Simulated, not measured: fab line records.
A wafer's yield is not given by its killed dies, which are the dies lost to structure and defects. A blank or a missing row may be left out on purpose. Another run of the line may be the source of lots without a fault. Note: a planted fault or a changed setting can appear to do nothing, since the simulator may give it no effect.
Code-filled problem report in 8D (eight disciplines) form | flow gf180mcu | the parts of the form that need people (team, actions taken, sign-off) are left out

## 1. WHAT WENT WRONG
Mean of beam energy keV at GF_NWELL_IMPLANT_09: 170.19 across 6 wafers in 2 lots; on wafers with no fault it is 160.00 (standard deviation 0.051). So: +99 or more standard deviations from the usual mean.
First seen on wafer L338.2, day 4 19:50, on implanter-02. The record has a number at this step for 42 wafers belonging to 14 lots. By rule, "out" or "out of limits" means more than 4 standard deviations away from the usual mean. The rest of the wafers with a number are treated as sound.

## 2. WHAT IT IS, WHAT IT ISN'T
question                    | is                     | is not
which readings at this step | beam energy keV        | -
which lots                  | L338, L340             | L331, L332, L333, L334, L335, L336, L337, L344, L345, L347, L348, L350
which wafers of those lots  | all that have a number | -
read on which tools         | implanter-02           | implanter-01, implanter-04
when                        | from day 4 19:50       | up to then (21 sound wafers); but 15 sound wafers of L344, L345, L347, L348, L350 came after

## 3. WHAT RULES OUT EACH SUSPECT
Counting: any tool at a process step up to the reading is kept as a suspect provided that every lot that is out went through it and no sound lot did after the first of them.
- implanter-02 at GF_NWELL_IMPLANT_09: kept. It ran every lot that is out, first L338 (day 4 19:50), and no sound lot after that; its last sound lot up to then is L337 (day 4 15:56). On those wafers its own readings are out: beam energy keV.
The count leaves implanter-02 at GF_NWELL_IMPLANT_09.

## 4. THE CAUSE (what the simulator had put in)
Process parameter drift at GF_NWELL_IMPLANT_09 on implanter-02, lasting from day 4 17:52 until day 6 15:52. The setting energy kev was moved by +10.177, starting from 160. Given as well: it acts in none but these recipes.
After counting, this tool was the only one left.

## 5. SEQUENCE OF EFFECTS, ordered by route
Each row: a reading where the mean over the struck wafers with a number is more than 3 standard deviations away from the usual. Scope: only readings with a usual standard deviation given in the record; hours: median across lots of the time from each lot's start at the first step in this table that gives one to its start at this step; sigmas: change in usual standard deviations.
hours | step                | reading         | usual  | on struck wafers | change | sigmas
0     | GF_NWELL_IMPLANT_09 | beam energy keV | 160.00 | 170.19           | +10.19 | +99 or more
Its process steps:
- GF_NWELL_IMPLANT_09
At these later measuring or inspecting steps, every struck wafer for which the step has a row has a number for every such reading, and none has moved that far: GF_LVPWELL_OVL_MEAS_07, GF_MVPSD_OVL_MEAS_07.

## 6. HOW IT WOULD HAVE BEEN CAUGHT EARLIER
2 hours passed between the start of the fault at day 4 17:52 and the first reading out of limits in this record, taken at day 4 19:50.
